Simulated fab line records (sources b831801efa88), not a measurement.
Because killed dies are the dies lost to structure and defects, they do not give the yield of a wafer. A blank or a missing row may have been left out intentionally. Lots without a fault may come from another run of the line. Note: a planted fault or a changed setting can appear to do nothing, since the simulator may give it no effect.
Chamber matching + flow sky130 + SKY_POLY_GATE_ETCH_17 on rie si-02: 4 sister chambers
The step etches poly-Si in HBr/Cl2, stops on SiO2, target depth 180 nm, time 70.5 s. 18 wafers are shown with their chamber, then 9 later ones without.

== WAFERS, EACH WITH ITS CHAMBER ==
| wafer  | chamber | drypump motor current A (A) | oes product au (a.u.) | rf fwd power W (W) |
|--------|---------|-----------------------------|-----------------------|--------------------|
| L572.1 | 2       | 6.1                         | 0.978                 | 396.6              |
| L572.3 | 0       | 6.1                         | 0.982                 | 397.9              |
| L572.6 | 0       | 6.1                         | 0.978                 | 395.4              |
| L574.2 | 1       | 5.7                         | 0.985                 | 395.5              |
| L574.3 | 2       | 6.1                         | 0.979                 | 395.9              |
| L574.4 | 3       | 6.0                         | 0.982                 | 395.9              |
| L575.1 | 2       | 6.2                         | 0.988                 | 396.5              |
| L575.4 | 0       | 6.1                         | 0.980                 | 396.7              |
| L575.5 | 0       | 6.2                         | 0.979                 | 398.4              |
| L576.1 | 0       | 6.2                         | 0.974                 | 395.3              |
| L576.2 | 3       | 6.0                         | 0.979                 | 394.5              |
| L576.3 | 1       | 5.7                         | 0.986                 | 397.9              |
| L580.1 | 3       | 6.0                         | 0.977                 | 394.6              |
| L580.2 | 1       | 5.7                         | 0.988                 | 396.6              |
| L580.4 | 1       | 5.7                         | 0.986                 | 397.5              |
| L581.1 | 2       | 6.1                         | 0.979                 | 395.4              |
| L581.4 | 3       | 6.0                         | 0.991                 | 396.4              |
| L581.6 | 1       | 5.7                         | 0.993                 | 397.6              |

SIGNATURES (averages over the wafers above)
| reading                 | chamber 0 | chamber 1 | chamber 2 | chamber 3 | scatter within a chamber |
|-------------------------|-----------|-----------|-----------|-----------|--------------------------|
| drypump motor current A | 6.140     | 5.700     | 6.125     | 6.000     | 0.0373                   |
| oes product au          | 0.97860   | 0.98760   | 0.98100   | 0.98225   | 0.00429                  |
| rf fwd power W          | 396.740   | 397.020   | 396.100   | 395.350   | 1.05                     |
Rule: for a wafer and a chamber, the distance is found by dividing, reading by reading, the gap between the wafer's reading and the chamber's mean by the reading's scatter, squaring, summing and taking the root. The wafer belongs to the nearest chamber; if the next one is less than 2 further off, it can't be placed. How the scatter is found: for the shown wafers, subtract from each reading the mean of its chamber, square and add these, divide the total by (wafers less chambers), then take the root.

== WAFERS WHOSE CHAMBER IS MISSING ==
| wafer  | drypump motor current A (A) | oes product au (a.u.) | rf fwd power W (W) |
|--------|-----------------------------|-----------------------|--------------------|
| L582.1 | 6.0                         | 0.973                 | 395.1              |
| L582.2 | 6.1                         | 0.974                 | 396.1              |
| L582.3 | 5.7                         | 0.993                 | 397.4              |
| L584.1 | 5.8                         | 0.985                 | 394.6              |
| L584.5 | 5.7                         | 0.985                 | 394.9              |
| L584.6 | 6.1                         | 0.986                 | 398.7              |
| L583.1 | 6.1                         | 0.971                 | 397.4              |
| L583.5 | 6.1                         | 0.988                 | 395.9              |
| L583.6 | 6.0                         | 0.983                 | 395.3              |

== THE CHAMBER EACH PASSED THROUGH ==
| wafer  | from the rows above          | in truth |
|--------|------------------------------|----------|
| L582.1 | can't be placed: 3 or 2      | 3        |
| L582.2 | can't be placed: 0 or 2 or 3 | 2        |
| L582.3 | 1                            | 1        |
| L584.1 | can't be placed: 1 or 3      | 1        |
| L584.5 | 1                            | 1        |
| L584.6 | can't be placed: 0 or 2 or 3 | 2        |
| L583.1 | can't be placed: 0 or 2      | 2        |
| L583.5 | can't be placed: 2 or 0 or 3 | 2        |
| L583.6 | 3                            | 3        |
3 of 9 placed correctly. Cannot be placed on the basis of these rows: 6; the candidates contain the true chamber in 6. 0 placed wrongly.
